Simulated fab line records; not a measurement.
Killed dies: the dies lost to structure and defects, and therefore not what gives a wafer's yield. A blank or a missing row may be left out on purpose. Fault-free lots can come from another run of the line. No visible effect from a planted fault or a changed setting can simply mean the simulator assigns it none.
Chamber matching	flow gf180mcu	GF_POLY_GATE_ETCH_13 on rie-si-02: 4 sister chambers
The step etches poly-Si in HBr/Cl2, stops on SiO2, target depth 198.5 nm, time 69.6 s. 4 wafers are shown with their chamber, then 7 later ones without.

## EACH WAFER AND ITS CHAMBER
wafer	chamber	run-length-s (s)
L629.5	1	96.9
L631.5	0	98.0
L640.1	2	98.6
L640.4	3	97.6

## WAFERS WITHOUT THEIR CHAMBER
wafer	run-length-s (s)
L640.5	97.3
L644.1	98.3
L644.3	97.5
L644.4	97.4
L646.3	97.9
L646.4	97.7
L646.6	98.5

## WHICH CHAMBER EACH WENT THROUGH
wafer	from the rows above	in truth
L640.5	can't be placed: 3 or 1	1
L644.1	can't be placed: 0 or 2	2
L644.3	3	3
L644.4	can't be placed: 3 or 1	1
L646.3	can't be placed: 0 or 3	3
L646.4	can't be placed: 3 or 0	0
L646.6	2	2
Placed correctly: 2 of 7. Not placeable from these rows: 5 (in 5, the candidates include the true chamber). Placed wrongly: 0.
How it was worked out, from the rows above alone: a wafer's distance from a chamber is the root of the sum, over the readings, of the square of ((its reading less the chamber's mean) divided by the reading's scatter). If the next closest chamber is less than 2 further off than the closest, the wafer can't be placed; otherwise it belongs to the closest. A chamber's mean is the mean of its shown wafers. The scatter (one wafer shown for each chamber): square how far every hidden wafer sits from the nearest shown wafer, average those squares and take the square root.
